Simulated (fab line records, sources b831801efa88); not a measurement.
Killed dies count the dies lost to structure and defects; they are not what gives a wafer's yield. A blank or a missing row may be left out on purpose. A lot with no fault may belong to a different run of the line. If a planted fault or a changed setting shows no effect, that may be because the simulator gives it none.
Which tool is to blame? + flow gf180mcu + 13 lots, 39 wafers sampled, at 4 steps of a route of 602

== WHAT THE GAUGES SHOWED, per wafer ==
GF_MIM_RS_MEAS_10: a four-point-probe measurement. Usual: for MIM_ALCU_RS the level is 0.1605 ohm/sq and the standard deviation is 0.0018.
| lot  | measured     | on            | MIM_ALCU_RS (ohm/sq) | flag |
|------|--------------|---------------|----------------------|------|
| L770 | day 24 18:08 | film metro-04 | 0.1591 0.1596 0.1588 |      |
| L772 | day 25 03:18 | film metro-03 | 0.1583 0.1586 0.1595 |      |
| L773 | day 25 11:59 | film metro-03 | 0.1585 0.1599 0.1595 |      |
| L777 | day 27 00:52 | film metro-01 | 0.1593 0.1591 0.1614 |      |
| L779 | day 27 20:11 | film metro-04 | 0.1631 0.1640 0.1623 |      |
| L780 | day 28 02:54 | film metro-03 | 0.1579 0.1578 0.1589 |      |
| L781 | day 28 10:07 | film metro-04 | 0.1610 0.1607 0.1607 |      |
| L782 | day 28 15:55 | film metro-03 | 0.1606 0.1613 0.1617 |      |
| L784 | day 29 02:56 | film metro-03 | 0.1592 0.1594 0.1607 |      |
| L785 | day 29 14:50 | film metro-04 | 0.1623 0.1619 0.1617 |      |
| L787 | day 30 06:40 | film metro-01 | 0.1577 0.1625 0.1610 |      |
| L788 | day 30 11:23 | film metro-04 | 0.1589 0.1579 0.1597 |      |
| L793 | day 31 12:43 | film metro-04 | 0.1605 0.1599 0.1598 |      |

GF_MIM_THK_MEAS_11: measures by xrf. Usual: for MIM_ALCU_THK the level is 200.8 nm and the standard deviation is 2.5.
| lot  | measured     | on            | MIM_ALCU_THK (nm) | flag |
|------|--------------|---------------|-------------------|------|
| L770 | day 24 18:15 | film metro-04 | 204.3 202.4 204.0 |      |
| L772 | day 25 03:25 | film metro-03 | 204.1 204.4 202.8 |      |
| L773 | day 25 12:05 | film metro-03 | 204.0 203.9 202.2 |      |
| L777 | day 27 00:58 | film metro-01 | 201.7 201.2 200.2 |      |
| L779 | day 27 20:18 | film metro-04 | 196.5 196.1 197.4 |      |
| L780 | day 28 03:00 | film metro-03 | 203.9 203.5 201.2 |      |
| L781 | day 28 10:14 | film metro-04 | 199.4 199.4 198.9 |      |
| L782 | day 28 16:02 | film metro-03 | 200.5 199.6 198.9 |      |
| L784 | day 29 03:02 | film metro-03 | 200.9 201.1 199.6 |      |
| L785 | day 29 14:57 | film metro-04 | 199.3 200.1 199.5 |      |
| L787 | day 30 06:45 | film metro-01 | 204.1 200.0 201.1 |      |
| L788 | day 30 11:29 | film metro-04 | 201.0 202.5 200.5 |      |
| L793 | day 31 12:50 | film metro-04 | 198.7 199.1 199.1 |      |

== WHAT TOOL EACH LOT RAN ON (gives the tool, then ch and the chambers of the sampled wafers, and finally the start) ==
| lot  | GF_V4_STRIP_18                       | GF_MIM_SPUTTER_09            |
|------|--------------------------------------|------------------------------|
| L770 | plasma asher-01 ch 0,1, day 24 15:03 | pvd sputter-01, day 24 18:05 |
| L772 | plasma asher-04 ch 0,1, day 25 01:39 | pvd sputter-02, day 25 03:16 |
| L773 | plasma asher-03 ch 0,1, day 25 10:18 | pvd sputter-01, day 25 11:55 |
| L777 | plasma asher-03 ch 0,1, day 26 23:13 | pvd sputter-03, day 27 00:47 |
| L779 | plasma asher-03 ch 0,1, day 27 18:30 | pvd sputter-02, day 27 20:08 |
| L780 | plasma asher-04 ch 0,1, day 28 01:15 | pvd sputter-03, day 28 02:50 |
| L781 | plasma asher-01 ch 0,1, day 28 08:20 | pvd sputter-01, day 28 09:56 |
| L782 | plasma asher-03 ch 0,1, day 28 14:08 | pvd sputter-02, day 28 15:52 |
| L784 | plasma asher-01 ch 0,1, day 29 00:56 | pvd sputter-01, day 29 02:52 |
| L785 | plasma asher-04 ch 0,1, day 29 13:10 | pvd sputter-01, day 29 14:48 |
| L787 | plasma asher-04 ch 0,1, day 30 04:59 | pvd sputter-02, day 30 06:34 |
| L788 | plasma asher-01 ch 0,1, day 30 09:44 | pvd sputter-01, day 30 11:19 |
| L793 | plasma asher-03 ch 0,1, day 31 10:58 | pvd sputter-01, day 31 12:41 |
- GF_V4_STRIP_18: strips in O2/N2.
- GF_MIM_SPUTTER_09: material TiN, target thk 35 nm, time 29.2 s.

== AS READ BY THE TOOLS THEMSELVES (means over the sampled wafers that have a number; for cases with no such wafer, the mark the record gives instead) ==
GF_V4_STRIP_18. Usual: drypump motor current A 5.6 A, standard deviation 0.55; heater power w 355 W, standard deviation 37; n2 flow sccm 300.0 sccm, standard deviation 0.89; oes product au 0.593 a.u., standard deviation 0.0051.
| lot  | tool            | drypump motor current A (A) | heater power w (W) | n2 flow sccm (sccm) | oes product au (a.u.) | flag |
|------|-----------------|-----------------------------|--------------------|---------------------|-----------------------|------|
| L770 | plasma asher-01 | 5.8                         | 347                | 299.3               | 0.593                 |      |
| L772 | plasma asher-04 | 5.8                         | 407                | 300.5               | 0.588                 |      |
| L773 | plasma asher-03 | 5.6                         | 323                | 299.7               | 0.598                 |      |
| L777 | plasma asher-03 | 5.1                         | 314                | 300.0               | 0.588                 |      |
| L779 | plasma asher-03 | 5.1                         | 314                | 300.3               | 0.595                 |      |
| L780 | plasma asher-04 | 5.8                         | 409                | 299.7               | 0.596                 |      |
| L781 | plasma asher-01 | 5.8                         | 350                | 300.3               | 0.591                 |      |
| L782 | plasma asher-03 | 5.5                         | 329                | 300.7               | 0.594                 |      |
| L784 | plasma asher-01 | 5.9                         | 343                | 300.4               | 0.592                 |      |
| L785 | plasma asher-04 | 5.8                         | 411                | 300.7               | 0.595                 |      |
| L787 | plasma asher-04 | 5.3                         | 393                | 300.7               | 0.588                 |      |
| L788 | plasma asher-01 | 5.8                         | 346                | 299.8               | 0.593                 |      |
| L793 | plasma asher-03 | 5.5                         | 330                | 299.5               | 0.596                 |      |

GF_MIM_SPUTTER_09. Usual: cathode dc power W 6499.9 W, standard deviation 1.1; throttle valve pct 30.4 %, standard deviation 0.98.
| lot  | tool           | cathode dc power W (W) | throttle valve pct (%) | flag |
|------|----------------|------------------------|------------------------|------|
| L770 | pvd sputter-01 | 6499.6                 | 30.5                   |      |
| L772 | pvd sputter-02 | 6500.4                 | 30.0                   |      |
| L773 | pvd sputter-01 | 6500.6                 | 32.0                   |      |
| L777 | pvd sputter-03 | 6500.8                 | 29.9                   |      |
| L779 | pvd sputter-02 | 6498.2                 | 30.7                   |      |
| L780 | pvd sputter-03 | 6499.4                 | 29.6                   |      |
| L781 | pvd sputter-01 | 6499.7                 | 31.2                   |      |
| L782 | pvd sputter-02 | 6499.3                 | 29.2                   |      |
| L784 | pvd sputter-01 | 6499.3                 | 31.3                   |      |
| L785 | pvd sputter-01 | 6499.0                 | 30.6                   |      |
| L787 | pvd sputter-02 | 6499.8                 | 30.4                   |      |
| L788 | pvd sputter-01 | 7141.9                 | 31.4                   | OFF  |
| L793 | pvd sputter-01 | 7141.0                 | 30.7                   | OFF  |

== THE ANSWER, worked out from the rows above alone ==
Rule: a lot counts as off when the mean over its wafers that have a number is more than 3 standard deviations away from the usual mean. Also off: a lot with no number at a reading for which 4 or more lots have one. All remaining lots with rows at the step are treated as sound. After the gauges, taken in route order, come the tools' own readings; for these a lot's mean is taken, as printed above. At the first step where some lot is off, the reading lying furthest off is the one used; lots without a number count as furthest.
Off, at GF_MIM_SPUTTER_09 on cathode dc power W: L788, L793.
If a tool, at that step or one of the process steps before it, ran each lot that is off and ran no sound lot following the first of them, it fits. One fits: GF_MIM_SPUTTER_09 on pvd sputter-01. A fault onset in the window from L785 (day 29 14:48, its last sound lot) to L788 (day 30 11:19, its first lot off) fits.
On the lots that are off, the tool's own readings at GF_MIM_SPUTTER_09 differ by more than 5 times the standard deviation of the sound lots' means, which bears it out; cathode dc power W reads 7141.4 W there versus 6499.6 W on the sound lots.

== WHAT THE SIMULATOR HAD PUT IN ==
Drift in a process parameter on pvd sputter-01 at GF_MIM_SPUTTER_09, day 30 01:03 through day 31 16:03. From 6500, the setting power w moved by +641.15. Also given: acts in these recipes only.
Shown lots that were struck: L788, L793. The rule given above showed the same thing.
